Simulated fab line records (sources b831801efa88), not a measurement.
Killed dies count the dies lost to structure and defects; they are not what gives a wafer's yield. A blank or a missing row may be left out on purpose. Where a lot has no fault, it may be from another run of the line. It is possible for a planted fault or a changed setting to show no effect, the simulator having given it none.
Matching of chambers || flow sky130 || cmp-02 running SKY_VIA2_CMP_24: 4 sister chambers
The step polishes, stops on SiO2, t overpolish 20 s, target thk 0 nm. 14 wafers are shown with their chamber, then 7 later ones without.

== EACH WAFER AND ITS CHAMBER ==
{"wafer": "L770.2", "chamber": 1, "motorCurrentA (A)": 10.8}
{"wafer": "L770.3", "chamber": 2, "motorCurrentA (A)": 9.7}
{"wafer": "L770.4", "chamber": 3, "motorCurrentA (A)": 10.3}
{"wafer": "L773.1", "chamber": 1, "motorCurrentA (A)": 11.0}
{"wafer": "L773.3", "chamber": 3, "motorCurrentA (A)": 10.6}
{"wafer": "L773.5", "chamber": 1, "motorCurrentA (A)": 10.9}
{"wafer": "L775.1", "chamber": 3, "motorCurrentA (A)": 10.8}
{"wafer": "L775.3", "chamber": 0, "motorCurrentA (A)": 10.9}
{"wafer": "L775.4", "chamber": 1, "motorCurrentA (A)": 10.9}
{"wafer": "L783.1", "chamber": 2, "motorCurrentA (A)": 9.2}
{"wafer": "L783.4", "chamber": 1, "motorCurrentA (A)": 11.1}
{"wafer": "L783.6", "chamber": 2, "motorCurrentA (A)": 9.1}
{"wafer": "L786.2", "chamber": 3, "motorCurrentA (A)": 10.1}
{"wafer": "L786.3", "chamber": 0, "motorCurrentA (A)": 10.4}

SIGNATURES, as means of the wafers listed above
{"reading": "motorCurrentA", "chamber 0": 10.650, "chamber 1": 10.940, "chamber 2": 9.333, "chamber 3": 10.450, "scatter within a chamber": 0.26}
Rule: a wafer's distance from a chamber is the root of the sum, over the readings, of the square of ((its reading less the chamber's mean) divided by the reading's scatter). If the next closest chamber is less than 2 further off than the closest, the wafer can't be placed; otherwise it belongs to the closest. The scatter is the square root of a quotient: the sum, over the shown wafers, of each reading's squared deviation from its chamber's mean, divided by wafers minus chambers.

== WAFERS WITH NO CHAMBER GIVEN ==
{"wafer": "L786.6", "motorCurrentA (A)": 9.6}
{"wafer": "L787.2", "motorCurrentA (A)": 10.6}
{"wafer": "L787.3", "motorCurrentA (A)": 9.2}
{"wafer": "L787.5", "motorCurrentA (A)": 9.5}
{"wafer": "L788.2", "motorCurrentA (A)": 9.6}
{"wafer": "L788.4", "motorCurrentA (A)": 10.5}
{"wafer": "L788.5", "motorCurrentA (A)": 11.1}

== CHAMBER TAKEN BY EACH ==
{"wafer": "L786.6", "from the rows above": 2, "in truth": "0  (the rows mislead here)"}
{"wafer": "L787.2", "from the rows above": "can't be placed: 0 or 3 or 1", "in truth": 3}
{"wafer": "L787.3", "from the rows above": 2, "in truth": 2}
{"wafer": "L787.5", "from the rows above": 2, "in truth": 2}
{"wafer": "L788.2", "from the rows above": 2, "in truth": 2}
{"wafer": "L788.4", "from the rows above": "can't be placed: 3 or 0 or 1", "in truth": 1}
{"wafer": "L788.5", "from the rows above": "can't be placed: 1 or 0 or 3", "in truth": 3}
3 of 7 placed correctly. Not placeable from these rows: 3 (in 3, the candidates include the true chamber). Number placed wrongly: 1.
